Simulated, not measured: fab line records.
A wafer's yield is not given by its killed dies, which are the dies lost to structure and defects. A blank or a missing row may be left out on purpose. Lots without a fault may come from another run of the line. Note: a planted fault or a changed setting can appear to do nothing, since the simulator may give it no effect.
Which of the tools did it? | flow sky130 | 12 lots, 36 wafers sampled, at 2 steps of a route of 708

## WHAT THE GAUGES SHOWED, per wafer
SKY_VIA2_CD_MEAS_12 targets a cd of 200 nm.
lot  | measured     | on        | cd_nm (nm)
L606 | day 36 10:50 | cd_sem-02 | 200.9 200.5 200.4
L607 | day 36 20:12 | cd_sem-01 | 199.3 200.1 199.8
L609 | day 37 00:41 | cd_sem-02 | 199.9 197.7 198.3
L610 | day 37 19:44 | cd_sem-01 | 200.2 200.3 201.2
L611 | day 37 20:55 | cd_sem-01 | 201.4 201.1 200.8
L613 | day 38 03:35 | cd_sem-01 | 199.1 199.7 199.1
L614 | day 38 22:07 | cd_sem-02 | 199.6 200.8 201.1
L615 | day 39 03:41 | cd_sem-02 | 198.8 198.8 199.5
L620 | day 40 16:20 | cd_sem-01 | 198.9 199.2 198.4
L621 | day 41 13:22 | cd_sem-01 | 200.4 201.3 201.8
L622 | day 41 16:25 | cd_sem-01 | 199.6 199.4 198.9
L625 | day 42 16:29 | cd_sem-02 | 198.7 198.9 198.3

SKY_VIA2_OVL_MEAS_13.
lot  | measured     | on         | VIA2_OVL (nm)
L606 | day 36 10:58 | overlay-02 | -6 -2 -4
L607 | day 36 20:17 | overlay-02 | -4 -5 -1
L609 | day 37 00:46 | overlay-02 | -17 -11 -4
L610 | day 37 19:49 | overlay-01 | -13 -7 -10
L611 | day 37 21:00 | overlay-02 | 1 0 -2
L613 | day 38 03:40 | overlay-02 | -5 -11 -3
L614 | day 38 22:12 | overlay-01 | -4 -8 -4
L615 | day 39 03:49 | overlay-01 | -1 14 7
L620 | day 40 16:28 | overlay-01 | -1 -3 1
L621 | day 41 13:29 | overlay-01 | -2 7 -6
L622 | day 41 16:31 | overlay-02 | 4 -4 9
L625 | day 42 16:37 | overlay-01 | 7 4 3

## TOOL THAT RAN EACH LOT (tool first, then ch and the chambers of the sampled wafers, then the start)
No process step before these readings appears in the record.

## AS READ BY THE TOOLS THEMSELVES (means over the sampled wafers that have a number; for cases with no such wafer, the mark the record gives instead)
The record holds no such reading with a usual standard deviation.

## THE ANSWER, worked out from the rows above alone
Rule: what is usual is taken from the lots themselves. The widest of any qualifying gaps counts: lots, ordered by their means at a reading, are off when they make up no more than a third of the lots, leave a main group of 4 or more, and stand apart from it by 3 or more times the standard deviation of that group's means. A main group whose means are all the same, to the digits that the tables above print for the reading, isn't used. Also off: a lot with no number at a reading for which 4 or more lots have one. The other lots that the step has rows for count as sound. Order of review: gauges by route order, followed by the tools' own readings, for which a lot's mean as printed above is used. At the first step where some lot is off, the reading lying furthest off is the one used; lots without a number count as furthest.
Nothing can be told from this: no lot is off at any reading shown.

## WHAT THE SIMULATOR PUT IN
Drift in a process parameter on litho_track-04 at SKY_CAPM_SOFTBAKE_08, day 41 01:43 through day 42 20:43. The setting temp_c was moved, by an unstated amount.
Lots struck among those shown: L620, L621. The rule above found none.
